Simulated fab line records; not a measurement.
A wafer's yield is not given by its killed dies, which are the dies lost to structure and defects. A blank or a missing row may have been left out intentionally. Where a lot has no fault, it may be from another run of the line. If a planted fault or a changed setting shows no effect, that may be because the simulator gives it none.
Matching of chambers | flow gf180mcu | GF_V4_CMP_04 on cmp-02: 4 sister chambers
The step polishes SiO2. 16 wafers are shown with their chamber, then 7 later ones without.

== WAFERS PAIRED WITH THEIR CHAMBERS ==
wafer  | chamber | motorCurrentA (A) | timeToEndpointS (s) | platenRpm (rpm)
L612.1 | 3       | 11.3              | 76                  | 59.99
L612.2 | 1       | 14.1              | 74                  | 60.00
L612.3 | 2       | 13.1              | 79                  | 59.99
L613.2 | 0       | 12.3              | 72                  | 60.01
L613.3 | 3       | 11.3              | 70                  | 60.01
L613.5 | 3       | 11.1              | 74                  | 60.01
L614.4 | 1       | 14.3              | 85                  | 60.03
L614.5 | 0       | 12.4              | 85                  | 60.07
L614.6 | 1       | 14.5              | 85                  | 60.01
L617.3 | 2       | 13.2              | 90                  | 59.98
L617.4 | 3       | 10.8              | 76                  | 59.97
L619.3 | 0       | 11.4              | 97                  | 59.94
L619.4 | 1       | 14.0              | 88                  | 60.01
L619.6 | 2       | 13.0              | 85                  | 60.01
L625.1 | 1       | 13.8              | 83                  | 60.01
L625.2 | 0       | 12.4              | 79                  | 60.01

SIGNATURES (averages over the wafers above)
reading         | chamber 0 | chamber 1 | chamber 2 | chamber 3 | scatter within a chamber
motorCurrentA   | 12.125    | 14.140    | 13.100    | 11.125    | 0.315
timeToEndpointS | 83.25     | 83.00     | 84.67     | 74.00     | 6.68
platenRpm       | 60.0075   | 60.0120   | 59.9933   | 59.9950   | 0.0296
Rule: a wafer lies at a distance from a chamber equal to the root of the sum of squares, over the readings, of (its reading less the chamber's mean, divided by the reading's scatter). The wafer belongs to the nearest chamber; if the next one is less than 2 further off, it can't be placed. How the scatter is found: for the shown wafers, subtract from each reading the mean of its chamber, square and add these, divide the total by (wafers less chambers), then take the root.

== WAFERS WITHOUT THEIR CHAMBER ==
wafer  | motorCurrentA (A) | timeToEndpointS (s) | platenRpm (rpm)
L625.3 | 11.2              | 76                  | 60.02
L631.1 | 14.2              | 76                  | 60.07
L631.4 | 12.0              | 81                  | 60.07
L631.6 | 12.7              | 86                  | 59.95
L629.2 | 13.5              | 78                  | 60.04
L629.3 | 10.7              | 76                  | 59.92
L629.5 | 12.8              | 79                  | 60.00

== EACH ONE'S CHAMBER ==
wafer  | from the rows above     | in truth
L625.3 | 3                       | 3
L631.1 | 1                       | 1
L631.4 | can't be placed: 0 or 3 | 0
L631.6 | can't be placed: 2 or 0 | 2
L629.2 | can't be placed: 2 or 1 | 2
L629.3 | 3                       | 3
L629.5 | can't be placed: 2 or 0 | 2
3 of 7 placed correctly. These rows do not allow placing 4 (true chamber among the candidates in 4). Placed wrongly: 0.
